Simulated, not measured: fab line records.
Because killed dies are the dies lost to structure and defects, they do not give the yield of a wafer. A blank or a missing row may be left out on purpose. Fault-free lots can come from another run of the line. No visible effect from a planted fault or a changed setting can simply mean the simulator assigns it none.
A lot that was struck, set against a sound lot | flow sky130 | 44 steps out of a route of 708
Sound: the wafers L503.1, L503.3, L503.4. Wafers struck: L515.2, L515.4, L515.6. Last of all comes the cause.
Each step with rows lists, per side, the tool, then ch with its chambers, then its first start. Under that, the readings that differ: sound wafers | struck wafers | difference of the means | sigmas: that difference in standard deviations of wafers without a fault.
alike: same words and numbers on both sides, and readings whose means sit less than 2 such deviations apart. not compared: any withheld reading, any reading some wafer has no value for, any bound like >300 that may hide the same value, and any number with overlapping values for which the record gives no deviation.
Wherever a step has rows on one side only, a row that says differs or no value, or a row with sigmas, the two part there. Non-overlapping numbers with no deviation appear without sigmas and do not part them. Lack of a reading on every wafer of one side parts them only where that side has two or more wafers.

first, 2 steps without rows for these wafers: SKY_DNWELL_DEVELOP_06 (develop time 60 s); SKY_DNWELL_IMPLANT_07.
SKY_DNWELL_STRIP_08: strips in O2/N2.
  sound on plasmaAsher-04 ch 0,1, day 3 11:45; struck on plasmaAsher-04 ch 0,1, day 6 04:09
  alike: drypumpMotorCurrentA, oesProductAu, stripTimeToEndpointS
  not compared: rfHoursCounterH
SKY_DNWELL_TW_MEAS_09:
  sound on filmMetro-03 at day 3 11:51; struck on filmMetro-01 at day 6 04:16
  alike: DNWELL_TW
then, 7 steps without rows for these wafers: SKY_PWDE_DEHYDRATE_00 (time 60 s); SKY_PWDE_HMDS_01 (prime time 60 s); SKY_PWDE_COAT_02 (resist thk 3000 nm); SKY_PWDE_SOFTBAKE_03; SKY_PWDE_EXPOSE_04 (exposes mask PWDEM, target cd 840 nm); SKY_PWDE_PEB_05; SKY_PWDE_DEVELOP_06 (develop time 60 s).
SKY_PWDE_OVL_MEAS_07:
  sound on overlay-01 at day 4 04:01; struck on overlay-01 at day 6 22:58
  alike: PWDE_OVL
SKY_PWDE_IMPLANT_08:
  sound on implanter-04 ch 0, day 4 04:04; struck on implanter-01 ch 0, day 6 23:01
reading     | sound                         | struck                        | difference | sigmas
doseIonsCm2 | 3.602e+12 3.598e+12 3.599e+12 | 3.522e+12 3.516e+12 3.524e+12 | -7.900e+10 | -19
  alike: beamEnergyKeV
SKY_PWDE_STRIP_09: strips in O2/N2.
  sound on plasmaAsher-04 ch 0,1, day 4 04:13; struck on plasmaAsher-01 ch 0,1, day 6 23:08
  alike: drypumpMotorCurrentA, oesProductAu, stripTimeToEndpointS
  not compared: rfHoursCounterH
SKY_PWDE_TW_MEAS_10:
  sound on filmMetro-01 at day 4 04:19; struck on filmMetro-02 at day 6 23:15
  alike: PWDE_TW
then, 7 steps without rows for these wafers: SKY_NWELL_DEHYDRATE_03 (time 60 s); SKY_NWELL_HMDS_04 (prime time 60 s); SKY_NWELL_COAT_05 (resist thk 3000 nm); SKY_NWELL_SOFTBAKE_06; SKY_NWELL_EXPOSE_07 (exposes mask NWM, target cd 840 nm); SKY_NWELL_PEB_08; SKY_NWELL_DEVELOP_09 (develop time 60 s).
SKY_NWELL_OVL_MEAS_10:
  sound on overlay-02 at day 4 20:58; struck on overlay-01 at day 7 18:01
  alike: NWELL_00_OVL
then, 3 steps without rows for these wafers: SKY_NWELL_IMPLANT_11; SKY_NWELL_IMPLANT_12; SKY_NWELL_IMPLANT_13.
SKY_NWELL_STRIP_14: strips in O2/N2.
  sound on plasmaAsher-01 ch 0,1, day 4 21:26; struck on plasmaAsher-01 ch 1, day 7 18:29
  alike: drypumpMotorCurrentA, oesProductAu, stripTimeToEndpointS
  not compared: rfHoursCounterH
SKY_NWELL_TW_MEAS_15:
  sound on filmMetro-02 at day 4 21:32; struck on filmMetro-01 at day 7 18:36
  alike: NWELL_TW
then, 7 steps without rows for these wafers: SKY_NWELL_DEHYDRATE_16 (time 60 s); SKY_NWELL_HMDS_17 (prime time 60 s); SKY_NWELL_COAT_18 (resist thk 3000 nm); SKY_NWELL_SOFTBAKE_19; SKY_NWELL_EXPOSE_20 (exposes mask NWM COMPLEMENT, target cd 840 nm); SKY_NWELL_PEB_21; SKY_NWELL_DEVELOP_22 (develop time 60 s).
SKY_NWELL_OVL_MEAS_23:
  sound on overlay-02 at day 5 14:20; struck on overlay-02 at day 8 14:55
  alike: NWELL_01_OVL
following that, these wafers have no rows for 1 step: SKY_NWELL_IMPLANT_24.
SKY_NWELL_STRIP_25: strips in O2/N2.
  sound on plasmaAsher-03 ch 0,1, day 5 14:32; struck on plasmaAsher-01 ch 0,1, day 8 15:05
  alike: drypumpMotorCurrentA, oesProductAu, stripTimeToEndpointS
  not compared: rfHoursCounterH
SKY_NWELL_TW_MEAS_26:
  sound on filmMetro-02 at day 5 14:38; struck on filmMetro-01 at day 8 15:12
  alike: NWELL_2_TW
then, 1 step without rows for these wafers: SKY_NWELL_CLEAN_27 (cleans in SC1/SC2, time 150 s).
SKY_NWELL_RTA_28: time 30 s.
  sound on rtpAnneal-02 ch 0, day 5 14:44; struck on rtpAnneal-01 ch 0, day 8 15:19
  alike: lampPowerPct, wafer_temp_C_max
SKY_NWELL_RS_MEAS_29: uses a four-point probe to measure.
  sound on filmMetro-02 at day 5 14:50; struck on filmMetro-01 at day 8 15:25
reading           | sound             | struck            | difference | sigmas
NWELL_RS (ohm/sq) | 623.3 623.1 622.8 | 626.2 628.3 627.4 | +4.2       | +2
SKY_NWELL_RS_MEAS_31: uses a four-point probe to measure.
  sound on filmMetro-02 at day 5 15:05; struck on filmMetro-01 at day 8 15:40
reading          | sound          | struck         | difference | sigmas
PWDE_RS (ohm/sq) | 5266 5260 5282 | 5418 5396 5406 | +137       | +8
-- the record jumps here: 41 days lie between the struck wafers' starts before and after (it left off in module NWELL and takes up again in module PAD_OPEN, whose first step shown is number 708 of the route) --
SKY_PAD_OPEN_PROBE_99:
  sound on prober-01 at day 46 07:58; struck on prober-02 at day 49 05:46
reading                              | sound          | struck         | difference | sigmas
model.etest.resPwdeUnderGate.rsOhmSq | 6131 6140 6156 | 6310 6256 6238 | +126       | 
  alike: killed_at_M0_to_M3, killed_at_M4_up, killedAtContacts, killedAtFrontEnd, killedAtOther, killedDies, killedOpen, killedShort

## WHERE THEY PART
Earliest at SKY_PWDE_IMPLANT_08; latest, in this record, at SKY_NWELL_RS_MEAS_31. Later steps at which nothing parts them and some readings are alike: SKY_PAD_OPEN_PROBE_99.

WHY: whatever the simulator had introduced
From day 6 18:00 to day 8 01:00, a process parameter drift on implanter-01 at SKY_PWDE_IMPLANT_08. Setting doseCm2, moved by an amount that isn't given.
